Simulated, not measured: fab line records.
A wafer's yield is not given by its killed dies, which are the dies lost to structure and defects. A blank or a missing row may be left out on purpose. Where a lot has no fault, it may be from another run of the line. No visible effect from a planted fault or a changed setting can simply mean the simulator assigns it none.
The tool behind it: which one? / flow sky130 / 7 lots (21 wafers sampled), 1 step of a 708-step route

WHAT THE GAUGES READ, wafer by wafer
SKY_PWDE_OVL_MEAS_07.
lot=L116; measured=day 6 01:39; on=overlay-02; PWDE_OVL (nm)=-0.2 3.3 1.6
lot=L117; measured=day 6 09:12; on=overlay-01; PWDE_OVL (nm)=0.8 2.4 1.1
lot=L120; measured=day 6 21:27; on=overlay-02; PWDE_OVL (nm)=1.2 1.0 1.1
lot=L123; measured=day 7 19:50; on=overlay-01; PWDE_OVL (nm)=-1.6 -0.5 0.0
lot=L125; measured=day 8 04:57; on=overlay-01; PWDE_OVL (nm)=-2.3 -1.8 -2.8
lot=L128; measured=day 8 19:20; on=overlay-02; PWDE_OVL (nm)=-1.2 -0.2 0.1
lot=L130; measured=day 9 06:04; on=overlay-01; PWDE_OVL (nm)=-0.7 -0.7 -2.8

EACH LOT AND THE TOOL THAT RAN IT (in order: tool; ch and the chambers of the sampled wafers; start)
No process step before these readings appears in the record.

THE ANSWER, worked out from the rows above alone
Rule: the usual values come from the lots themselves. Put in order of their means at a reading, lots are off if they are a third of the lots or fewer, leave a main group of 4 or more, and stand apart from it by a gap of 3 or more times the standard deviation of the main group's means; of several such gaps the widest counts. A main group whose means are all the same, to the digits that the tables above print for the reading, isn't used. Also off: a lot with no number at a reading for which 4 or more lots have one. The other lots that the step has rows for count as sound.
No lot is off at any reading shown: from this, nothing can be told.

WHAT THE SIMULATOR HAD PUT IN
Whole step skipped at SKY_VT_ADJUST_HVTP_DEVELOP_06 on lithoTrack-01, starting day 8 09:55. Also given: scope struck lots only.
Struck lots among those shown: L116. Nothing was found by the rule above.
